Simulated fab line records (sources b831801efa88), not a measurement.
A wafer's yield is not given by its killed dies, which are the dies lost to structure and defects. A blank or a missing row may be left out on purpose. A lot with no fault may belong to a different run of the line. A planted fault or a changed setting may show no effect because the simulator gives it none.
fab line records :: flow sky130
[record]
  lots = 15
  wafers = 45
  last_day = 49
route steps=708 shown VT_ADJUST_HVTP@89
lots that met no fault: taken from a fault-free run of the same line
start_h: the number of hours between the record's first day and the start of the first shown wafer of the lot :: wait_h: hours since the lot's step before :: " as in the row above :: L1.1+2: a row that stands for several wafers :: - no value present, or no start provided :: * or withheld: withheld :: < > ~ a bound
route shown NAME@n: NAME is a module with steps in the file, n the number in the route of the first one :: usual: mean/standard deviation of fault-free wafers :: same: alike in all rows :: chamber/n: place in a boat :: sites: the reading at each site :: _std_site: how widely they spread, as a standard deviation :: _edge_site: mean of outer sites minus mean of inner sites :: radius_mm: how far each site lies from the wafer's centre :: mask NAME#n: copy n :: behind: the last tool/chamber to shape the wafer :: hold: cause of the lot's hold/its duration in hours/its outcome :: device: the transistor (n, p or np) that didn't switch :: end of line: tests run on the same wafers once the route is complete :: a step with no rows: only its recipe :: killed: not the wafer's yield, but the dies lost to structure and defects at the first sort :: map: a wafer's dies, x killed, . not, _ none there
set.NAME: the setting the step ran with; set.NAME@STEP: the setting that earlier step ran with :: model.NAME: the simulator's own value behind a step, which no gauge read
steps of the route over a sample of lots; a table a step, a row a wafer
services: a tool's chamber out of use, with start hour (start_h, from the record's first day; less than 0 if before it), hours out, and reason
[[steps]]
[step SKY_VT_ADJUST_HVTP_EXPOSE_04]
[recipe]
  mask_id = HVTPM
  na = 0.6
  source_shape = conventional
  sigma_outer = 0.6
  polarization = unpolarized
  target_cd_nm = 380
  dose_mj = 140
[usual]
  exposure_dose_mJ_cm2 = 140.01/0.11
  focus_offset_nm = 0.0/0.51
  na = 0.6/0
  sigma_outer = 0.6/0
lot.wafer: L495.4
tool: iline_stepper-01
chamber: 0
start_h: 109.87
wait_h: -
mask: HVTPM#0
exposure_dose_mJ_cm2: 140.13
focus_offset_nm: 0.1
na: 0.6
sigma_outer: 0.6

lot.wafer: L495.5
tool: iline_stepper-01
chamber: 0
start_h: 109.87
wait_h: -
mask: HVTPM#0
exposure_dose_mJ_cm2: 139.97
focus_offset_nm: -0.3
na: 0.6
sigma_outer: 0.6

lot.wafer: L495.6
tool: iline_stepper-01
chamber: 0
start_h: 109.87
wait_h: -
mask: HVTPM#0
exposure_dose_mJ_cm2: 140.06
focus_offset_nm: 0.3
na: 0.6
sigma_outer: 0.6

lot.wafer: L496.3
tool: iline_stepper-01
chamber: 0
start_h: 116.16
wait_h: -
mask: HVTPM#0
exposure_dose_mJ_cm2: 140.21
focus_offset_nm: 0.5
na: 0.6
sigma_outer: 0.6

lot.wafer: L496.4
tool: iline_stepper-01
chamber: 0
start_h: 116.16
wait_h: -
mask: HVTPM#0
exposure_dose_mJ_cm2: 139.94
focus_offset_nm: 0.5
na: 0.6
sigma_outer: 0.6

lot.wafer: L496.5
tool: iline_stepper-01
chamber: 0
start_h: 116.16
wait_h: -
mask: HVTPM#0
exposure_dose_mJ_cm2: 139.96
focus_offset_nm: 0.1
na: 0.6
sigma_outer: 0.6

lot.wafer: L497.3
tool: iline_stepper-01
chamber: 0
start_h: 124.01
wait_h: -
mask: HVTPM#0
exposure_dose_mJ_cm2: 140.13
focus_offset_nm: -0.4
na: 0.6
sigma_outer: 0.6

lot.wafer: L497.5
tool: iline_stepper-01
chamber: 0
start_h: 124.01
wait_h: -
mask: HVTPM#0
exposure_dose_mJ_cm2: 140.07
focus_offset_nm: -0.4
na: 0.6
sigma_outer: 0.6

lot.wafer: L497.6
tool: iline_stepper-01
chamber: 0
start_h: 124.01
wait_h: -
mask: HVTPM#0
exposure_dose_mJ_cm2: 139.85
focus_offset_nm: 0.9
na: 0.6
sigma_outer: 0.6

lot.wafer: L500.1
tool: iline_stepper-01
chamber: 0
start_h: 140.85
wait_h: -
mask: HVTPM#0
exposure_dose_mJ_cm2: 140.01
focus_offset_nm: -0.4
na: 0.6
sigma_outer: 0.6

lot.wafer: L500.5
tool: iline_stepper-01
chamber: 0
start_h: 140.85
wait_h: -
mask: HVTPM#0
exposure_dose_mJ_cm2: 139.95
focus_offset_nm: -0.4
na: 0.6
sigma_outer: 0.6

lot.wafer: L500.6
tool: iline_stepper-01
chamber: 0
start_h: 140.85
wait_h: -
mask: HVTPM#0
exposure_dose_mJ_cm2: 140.08
focus_offset_nm: -0.3
na: 0.6
sigma_outer: 0.6

lot.wafer: L501.1
tool: iline_stepper-01
chamber: 0
start_h: 148.43
wait_h: -
mask: HVTPM#0
exposure_dose_mJ_cm2: 139.93
focus_offset_nm: -1.1
na: 0.6
sigma_outer: 0.6

lot.wafer: L501.4
tool: iline_stepper-01
chamber: 0
start_h: 148.43
wait_h: -
mask: HVTPM#0
exposure_dose_mJ_cm2: 140.11
focus_offset_nm: -0.4
na: 0.6
sigma_outer: 0.6

lot.wafer: L501.6
tool: iline_stepper-01
chamber: 0
start_h: 148.43
wait_h: -
mask: HVTPM#0
exposure_dose_mJ_cm2: 139.89
focus_offset_nm: -0.7
na: 0.6
sigma_outer: 0.6

lot.wafer: L504.2
tool: iline_stepper-02
chamber: 0
start_h: 189.13
wait_h: -
mask: HVTPM#0
exposure_dose_mJ_cm2: 140.03
focus_offset_nm: -0.3
na: 0.6
sigma_outer: 0.6

lot.wafer: L504.4
tool: iline_stepper-02
chamber: 0
start_h: 189.13
wait_h: -
mask: HVTPM#0
exposure_dose_mJ_cm2: 140.05
focus_offset_nm: -0.2
na: 0.6
sigma_outer: 0.6

lot.wafer: L504.6
tool: iline_stepper-02
chamber: 0
start_h: 189.13
wait_h: -
mask: HVTPM#0
exposure_dose_mJ_cm2: 139.96
focus_offset_nm: 0.1
na: 0.6
sigma_outer: 0.6

lot.wafer: L505.3
tool: iline_stepper-01
chamber: 0
start_h: 189.99
wait_h: -
mask: HVTPM#0
exposure_dose_mJ_cm2: 139.98
focus_offset_nm: 0.7
na: 0.6
sigma_outer: 0.6

lot.wafer: L505.4
tool: iline_stepper-01
chamber: 0
start_h: 189.99
wait_h: -
mask: HVTPM#0
exposure_dose_mJ_cm2: 139.87
focus_offset_nm: 1.0
na: 0.6
sigma_outer: 0.6

lot.wafer: L505.5
tool: iline_stepper-01
chamber: 0
start_h: 189.99
wait_h: -
mask: HVTPM#0
exposure_dose_mJ_cm2: 140.04
focus_offset_nm: 1.0
na: 0.6
sigma_outer: 0.6

lot.wafer: L507.1
tool: iline_stepper-01
chamber: 0
start_h: 192.10
wait_h: -
mask: HVTPM#0
exposure_dose_mJ_cm2: 140.02
focus_offset_nm: 0.3
na: 0.6
sigma_outer: 0.6

lot.wafer: L507.4
tool: iline_stepper-01
chamber: 0
start_h: 192.10
wait_h: -
mask: HVTPM#0
exposure_dose_mJ_cm2: 140.02
focus_offset_nm: 0.3
na: 0.6
sigma_outer: 0.6

lot.wafer: L507.5
tool: iline_stepper-01
chamber: 0
start_h: 192.10
wait_h: -
mask: HVTPM#0
exposure_dose_mJ_cm2: 139.87
focus_offset_nm: -0.2
na: 0.6
sigma_outer: 0.6

lot.wafer: L511.1
tool: iline_stepper-02
chamber: 0
start_h: 217.09
wait_h: -
mask: HVTPM#0
exposure_dose_mJ_cm2: 140.07
focus_offset_nm: 0.3
na: 0.6
sigma_outer: 0.6

lot.wafer: L511.2
tool: iline_stepper-02
chamber: 0
start_h: 217.09
wait_h: -
mask: HVTPM#0
exposure_dose_mJ_cm2: 139.94
focus_offset_nm: 0.2
na: 0.6
sigma_outer: 0.6

lot.wafer: L511.4
tool: iline_stepper-02
chamber: 0
start_h: 217.09
wait_h: -
mask: HVTPM#0
exposure_dose_mJ_cm2: 140.08
focus_offset_nm: -0.2
na: 0.6
sigma_outer: 0.6

lot.wafer: L512.1
tool: iline_stepper-01
chamber: -
start_h: 219.50
wait_h: -
mask: HVTPM#0
exposure_dose_mJ_cm2: -
focus_offset_nm: -
na: -
sigma_outer: -

lot.wafer: L512.4
tool: iline_stepper-01
chamber: -
start_h: 219.50
wait_h: -
mask: HVTPM#0
exposure_dose_mJ_cm2: -
focus_offset_nm: -
na: -
sigma_outer: -

lot.wafer: L512.6
tool: iline_stepper-01
chamber: -
start_h: 219.50
wait_h: -
mask: HVTPM#0
exposure_dose_mJ_cm2: -
focus_offset_nm: -
na: -
sigma_outer: -

lot.wafer: L514.3
tool: iline_stepper-02
chamber: -
start_h: 228.09
wait_h: -
mask: HVTPM#0
exposure_dose_mJ_cm2: -
focus_offset_nm: -
na: -
sigma_outer: -

lot.wafer: L514.4
tool: iline_stepper-02
chamber: -
start_h: 228.09
wait_h: -
mask: HVTPM#0
exposure_dose_mJ_cm2: -
focus_offset_nm: -
na: -
sigma_outer: -

lot.wafer: L514.6
tool: iline_stepper-02
chamber: -
start_h: 228.09
wait_h: -
mask: HVTPM#0
exposure_dose_mJ_cm2: -
focus_offset_nm: -
na: -
sigma_outer: -

lot.wafer: L513.2
tool: iline_stepper-02
chamber: -
start_h: 228.35
wait_h: -
mask: HVTPM#0
exposure_dose_mJ_cm2: -
focus_offset_nm: -
na: -
sigma_outer: -

lot.wafer: L513.4
tool: iline_stepper-02
chamber: -
start_h: 228.35
wait_h: -
mask: HVTPM#0
exposure_dose_mJ_cm2: -
focus_offset_nm: -
na: -
sigma_outer: -

lot.wafer: L513.5
tool: iline_stepper-02
chamber: -
start_h: 228.35
wait_h: -
mask: HVTPM#0
exposure_dose_mJ_cm2: -
focus_offset_nm: -
na: -
sigma_outer: -

lot.wafer: L515.1
tool: iline_stepper-01
chamber: 0
start_h: 239.99
wait_h: -
mask: HVTPM#0
exposure_dose_mJ_cm2: 139.92
focus_offset_nm: 0.1
na: 0.6
sigma_outer: 0.6

lot.wafer: L515.2
tool: iline_stepper-01
chamber: 0
start_h: 239.99
wait_h: -
mask: HVTPM#0
exposure_dose_mJ_cm2: 139.98
focus_offset_nm: -0.5
na: 0.6
sigma_outer: 0.6

lot.wafer: L515.3
tool: iline_stepper-01
chamber: 0
start_h: 239.99
wait_h: -
mask: HVTPM#0
exposure_dose_mJ_cm2: 139.81
focus_offset_nm: 0.3
na: 0.6
sigma_outer: 0.6

lot.wafer: L516.1
tool: iline_stepper-02
chamber: 0
start_h: 247.05
wait_h: -
mask: HVTPM#0
exposure_dose_mJ_cm2: 140.06
focus_offset_nm: 0.5
na: 0.6
sigma_outer: 0.6

lot.wafer: L516.2
tool: iline_stepper-02
chamber: 0
start_h: 247.05
wait_h: -
mask: HVTPM#0
exposure_dose_mJ_cm2: 140.20
focus_offset_nm: 0.0
na: 0.6
sigma_outer: 0.6

lot.wafer: L516.4
tool: iline_stepper-02
chamber: 0
start_h: 247.05
wait_h: -
mask: HVTPM#0
exposure_dose_mJ_cm2: 140.00
focus_offset_nm: 0.0
na: 0.6
sigma_outer: 0.6

lot.wafer: L517.2
tool: iline_stepper-01
chamber: 0
start_h: 250.63
wait_h: -
mask: HVTPM#0
exposure_dose_mJ_cm2: 140.09
focus_offset_nm: -0.4
na: 0.6
sigma_outer: 0.6

lot.wafer: L517.4
tool: iline_stepper-01
chamber: 0
start_h: 250.63
wait_h: -
mask: HVTPM#0
exposure_dose_mJ_cm2: 139.94
focus_offset_nm: 0.0
na: 0.6
sigma_outer: 0.6

lot.wafer: L517.6
tool: iline_stepper-01
chamber: 0
start_h: 250.63
wait_h: -
mask: HVTPM#0
exposure_dose_mJ_cm2: 140.18
focus_offset_nm: 0.0
na: 0.6
sigma_outer: 0.6
[[services]]
tool: iline_stepper-01
chamber: -
start_h: 125.23
hours: 1.7
kind: pm

tool: iline_stepper-02
chamber: -
start_h: 181.21
hours: 1.7
kind: pm

tool: iline_stepper-01
chamber: -
start_h: 235.22
hours: 4.4
kind: pm

tool: iline_stepper-01
chamber: -
start_h: 245.77
hours: 2.1
kind: pm

tool: iline_stepper-01
chamber: -
start_h: 247.85
hours: -
kind: consumable_replace:lamp
[[key]]
[first_sign]
  step = SKY_VT_ADJUST_HVTP_EXPOSE_04
  reading = tool_record
  direction = missing
effect none on later readings
met_at SKY_VT_ADJUST_HVTP_EXPOSE_04
struck_lots L512,L513,L514
sort_left_out L512.1,L512.4,L512.6,L513.2,L513.4,L513.5,L514.3,L514.4,L514.6
tester_left_out L512,L513,L514
onset_between 217.09 219.50
[fault]
  kind = skipped_step_whole
  tool = iline_stepper-01,iline_stepper-02
  chamber = -
  onset_h = 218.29
  steps = SKY_VT_ADJUST_HVTP_EXPOSE_04
  scope = struck_lots_only
// tester_left_out: of these lots the tester's yield and bins aren't shown, on N5 and GAA mostly nor the transistor test; their killed dies are dies lost to structure and defects alone, not to doping, threshold or leakage, so they don't give the yield
// sort_left_out: the simulated sort isn't trusted on such a fault, so these wafers' sort isn't shown, and their yield isn't known
